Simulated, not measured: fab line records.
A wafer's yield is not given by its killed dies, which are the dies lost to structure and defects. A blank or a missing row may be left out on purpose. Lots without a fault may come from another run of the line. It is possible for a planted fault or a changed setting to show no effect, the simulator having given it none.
Comparing a struck lot with a sound one + flow gf180mcu + 16 out of 602 route steps
Sound: these wafers, L819.3, L819.4, L819.6. Wafers struck: L830.3, L830.5, L830.6. Last of all comes the cause.
Order at every step that has rows: each side's tool, ch and its chambers, its first start. Under that, the readings that differ: sound wafers + struck wafers + difference of the means + sigmas: that difference in standard deviations of wafers without a fault.
alike: same words and numbers on both sides, and readings whose means sit less than 2 such deviations apart. not compared: any withheld reading, any reading some wafer has no value for, any bound like >300 that may hide the same value, and any number with overlapping values for which the record gives no deviation.
A row with sigmas, a row that says differs or no value, or rows on one side alone: a step with any of these is where the two part. Numbers that have no deviation but don't overlap get no sigmas and don't part them. A reading that every wafer of one side lacks parts them only if that side has two wafers or more.

first, 3 steps without rows for these wafers: GF_M5_EXPOSE_04 (exposes mask Metal5, target cd 280 nm); GF_M5_PEB_05 (peb time 90 s); GF_M5_DEVELOP_06 (develop time 60 s).
GF_M5_CD_MEAS_07 targets a cd of 280 nm.
  struck on cd sem-01, day 31 11:47; sound on cd sem-02, day 28 14:46
| reading    | sound             | struck            | difference | sigmas |
|------------|-------------------|-------------------|------------|--------|
| cd nm (nm) | 280.2 281.0 280.8 | 278.9 278.6 277.8 | -2.2       | -2     |
GF_M5_OVL_MEAS_08:
  struck on overlay-02, day 31 11:53; sound on overlay-01, day 28 14:51
  alike: M5_OVL
GF_M5_ETCH_09: etches Si3N4 in CF4/O2, target depth 52 nm, time 11.6 s.
  sound on rie diel-02 ch 1,3, day 28 14:53; struck on rie diel-02 ch 0,3, day 31 11:55
  alike: drypump motor current A, oes product au, throttle valve pct
  not compared: rf hours counter h
GF_M5_METAL_ETCH_10: etches the open film in Cl2/BCl3, stops on SiO2, target depth 750.8 nm, time 125.1 s.
  sound on rie metal-04 ch 0,1, day 28 14:56; struck on rie metal-01 ch 0,1, day 31 11:58
  alike: drypump motor current A, oes product au, throttle valve pct
  not compared: rf hours counter h
GF_M5_STRIP_11: strips in O2/N2.
  sound on plasma asher-03 ch 0,1, day 28 15:04; struck on plasma asher-03 ch 0,1, day 31 12:05
  alike: drypump motor current A, heater power w, oes product au, strip time to endpoint s
  not compared: rf hours counter h
then, 3 steps without rows for these wafers: GF_M5_STRIP_12 (strips in post etch residue remover, time 1200 s); GF_M5_CLEAN_13 (cleans in DIW); GF_V5_CVD_00 (deposits SiO2, target thk 300 nm, time 50 s).
GF_V5_THK_MEAS_01:
  struck on film metro-01, day 31 12:40; sound on film metro-03, day 28 15:40
  alike: V5_CVD_00_THK
GF_V5_CVD_02: deposits SiO2 from TEOS, target thk 1450 nm, time 163.28 s.
  sound on pecvd-03 ch 0,1, day 28 15:42; struck on pecvd-03 ch 0,1, day 31 12:42
| reading                             | sound             | struck            | difference | sigmas      |
|-------------------------------------|-------------------|-------------------|------------|-------------|
| rf fwd power W (W)                  | 599.4 600.5 602.0 | 357.8 353.8 358.9 | -243.8     | -99 or more |
| model.SiO2_of_V5_CVD_02.thk nm (nm) | 1432 1459 1460    | 1228 1261 1266    | -199       |             |
  alike: heater power w
  not compared: since wet clean h
GF_V5_THK_MEAS_03:
  struck on film metro-03, day 31 12:49; sound on film metro-01, day 28 15:50
| reading            | sound          | struck         | difference | sigmas |
|--------------------|----------------|----------------|------------|--------|
| V5_CVD_02_THK (nm) | 1432 1458 1459 | 1228 1262 1267 | -197       | -12    |
GF_V5_CMP_04: polishes SiO2.
  sound on cmp-02 ch 0,1,2, day 28 20:36; struck on cmp-01 ch 0,2,3, day 31 12:58
  alike: motor current A, slurry filter dp kPa
next, for these wafers, 1 step has no rows: GF_PASSIVATION_PROBE_99.

## WHERE THEY PART
At GF_M5_CD_MEAS_07 first; at GF_V5_THK_MEAS_03 last (within this record only). Later steps at which nothing parts them and some readings are alike: GF_V5_CMP_04.

WHY: the cause the simulator had injected
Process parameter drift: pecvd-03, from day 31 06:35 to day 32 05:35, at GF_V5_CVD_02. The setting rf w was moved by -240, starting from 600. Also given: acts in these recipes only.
